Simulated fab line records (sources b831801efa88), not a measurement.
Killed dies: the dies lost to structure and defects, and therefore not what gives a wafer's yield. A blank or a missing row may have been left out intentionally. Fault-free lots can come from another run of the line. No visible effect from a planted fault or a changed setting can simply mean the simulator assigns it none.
Which tool did it?	flow gf180mcu	13 lots with 39 wafers sampled at 5 steps, on a route of 602 steps

## WHAT THE GAUGES SHOWED, per wafer
GF_CONTACT_CD_MEAS_14: the cd target is 220 nm. Usual: 220.3 nm for cdNm, sd 1.5.
lot	measured	on	cdNm (nm)	flag
L826	day 16 04:13	cdSem-01	222.7 222.6 223.6	
L827	day 16 13:29	cdSem-01	220.1 218.8 220.1	
L830	day 17 15:10	cdSem-01	221.1 221.7 220.9	
L829	day 17 19:36	cdSem-02	219.7 219.5 219.2	
L831	day 18 07:33	cdSem-01	220.1 219.9 220.8	
L836	day 20 01:37	cdSem-01	219.5 218.4 219.5	
L838	day 20 21:14	cdSem-02	220.2 221.8 221.8	
L839	day 20 23:39	cdSem-01	191.4 192.0 190.5	OFF
L841	day 21 21:00	cdSem-01	219.4 220.5 220.6	
L844	day 22 14:43	cdSem-01	222.9 223.9 222.0	
L847	day 23 17:22	cdSem-01	219.5 220.5 220.9	
L848	day 23 23:23	cdSem-01	220.5 221.8 222.9	
L849	day 24 06:20	cdSem-02	221.0 220.1 221.2	

GF_M1_THK_MEAS_06: measures by xrf. Usual: M1_ALCU_THK typically reads 452 nm, with standard deviation 5.5.
lot	measured	on	M1_ALCU_THK (nm)	flag
L826	day 16 05:57	filmMetro-01	453 454 456	
L827	day 16 15:08	filmMetro-02	447 450 450	
L830	day 17 20:23	filmMetro-03	453 444 448	
L829	day 17 21:26	filmMetro-03	458 454 457	
L831	day 18 09:13	filmMetro-02	449 449 451	
L836	day 20 03:14	filmMetro-03	446 443 448	
L838	day 20 22:52	filmMetro-02	447 444 455	
L839	day 21 01:17	filmMetro-03	450 447 446	
L841	day 21 22:38	filmMetro-01	449 450 452	
L844	day 22 16:21	filmMetro-01	449 451 445	
L847	day 23 18:59	filmMetro-03	447 448 451	
L848	day 24 01:01	filmMetro-02	457 466 465	
L849	day 24 07:59	filmMetro-03	445 448 451	

GF_M2_CD_MEAS_14: the cd target is 280 nm. Usual: 280.6 nm for cdNm, sd 1.5.
lot	measured	on	cdNm (nm)	flag
L826	day 19 05:54	cdSem-01	282.3 281.7 281.9	
L827	day 19 14:24	cdSem-02	283.3 282.0 281.4	
L830	day 20 23:33	cdSem-02	281.7 282.1 282.0	
L829	day 20 23:54	cdSem-02	278.7 278.6 279.0	
L831	day 21 11:56	cdSem-01	279.3 280.2 279.7	
L836	day 23 06:31	cdSem-01	281.3 281.2 281.0	
L838	day 23 22:40	cdSem-02	279.6 281.6 279.4	
L839	day 24 01:56	cdSem-01	281.8 280.7 281.3	
L841	day 24 21:34	cdSem-01	281.7 282.3 282.2	
L844	day 25 13:44	cdSem-02	281.9 281.7 281.7	
L847	day 26 14:05	cdSem-02	280.8 279.5 280.9	
L848	day 26 19:23	cdSem-02	282.2 281.3 282.3	
L849	day 27 02:30	cdSem-02	279.8 280.2 281.7	

## WHAT TOOL EACH LOT RAN ON (gives the tool, then ch and the chambers of the sampled wafers, and finally the start)
lot	GF_CONTACT_EXPOSE_11	GF_V1_CMP_04
L826	krfScanner-02 ch 0, day 15 17:32	cmp-02 ch 2,3, day 17 04:55
L827	krfScanner-02 ch 0, day 16 01:58	cmp-01 ch 0,2,3, day 17 14:36
L830	krfScanner-02 ch 0, day 17 04:05	cmp-01 ch 0,2,3, day 18 20:26
L829	krfScanner-01 ch 0, day 17 08:43	cmp-01 ch 1,3, day 18 21:11
L831	krfScanner-01 ch 0, day 17 20:40	cmp-02 ch 0,1, day 19 09:29
L836	krfScanner-01 ch 0, day 19 14:22	cmp-01 ch 0,2,3, day 21 04:56
L838	krfScanner-01 ch 0, day 20 08:59	cmp-02 ch 0,2, day 21 23:56
L839	krfScanner-01 ch 0, day 20 11:15	cmp-02 ch 0,1,3, day 22 02:10
L841	krfScanner-01 ch 0, day 21 08:47	cmp-02 ch 0,1,2, day 22 23:10
L844	krfScanner-01 ch 0, day 22 03:24	cmp-02 ch 0,1, day 23 15:39
L847	krfScanner-01 ch 0, day 23 06:04	cmp-02 ch 1,2,3, day 24 17:43
L848	krfScanner-01 ch 0, day 23 12:35	cmp-02 ch 0,2,3, day 24 23:39
L849	krfScanner-02 ch 0, day 23 19:28	cmp-01 ch 1,2, day 25 06:27
- GF_CONTACT_EXPOSE_11: exposes mask Contact, target cd 220 nm.
- GF_V1_CMP_04: polishes SiO2.

## WHAT THE TOOLS THEMSELVES READ (means of the sampled wafers that have a number; where no wafer has one, the mark that the record gives instead)
GF_V1_CMP_04. Usual: motorCurrentA 11.6 A, standard deviation 0.92; timeToEndpointS 83 s, standard deviation 5.3.
lot	tool	motorCurrentA (A)	timeToEndpointS (s)	flag
L826	cmp-02	11.5	85	
L827	cmp-01	11.7	87	
L830	cmp-01	11.7	85	
L829	cmp-01	13.6	88	
L831	cmp-02	11.3	84	
L836	cmp-01	12.0	83	
L838	cmp-02	11.8	81	
L839	cmp-02	11.3	78	
L841	cmp-02	11.4	81	
L844	cmp-02	11.2	83	
L847	cmp-02	11.4	82	
L848	cmp-02	11.3	88	
L849	cmp-01	12.0	84	

## THE ANSWER, worked out from the rows above alone
Rule: take the mean of a lot's wafers that have a number; if it is more than 3 standard deviations from the usual mean, the lot is off. Also off: a lot with no number at a reading for which 4 or more lots have one. Where the step has rows for the other lots, those lots are counted as sound. After the gauges, taken in route order, come the tools' own readings; for these a lot's mean is taken, as printed above. The first step at which some lot is off is used, and at that step the reading that is off furthest; a lot without a number counts as furthest.
Off: L839 (GF_CONTACT_CD_MEAS_14, cdNm).
If a tool, at a process step before that reading, ran all the lots that are off and no sound lot after the first of them, it fits. Gauges at GF_CONTACT_CD_MEAS_14: tried the same way as those tools. None of those tried fits.

## WHAT THE SIMULATOR PUT IN
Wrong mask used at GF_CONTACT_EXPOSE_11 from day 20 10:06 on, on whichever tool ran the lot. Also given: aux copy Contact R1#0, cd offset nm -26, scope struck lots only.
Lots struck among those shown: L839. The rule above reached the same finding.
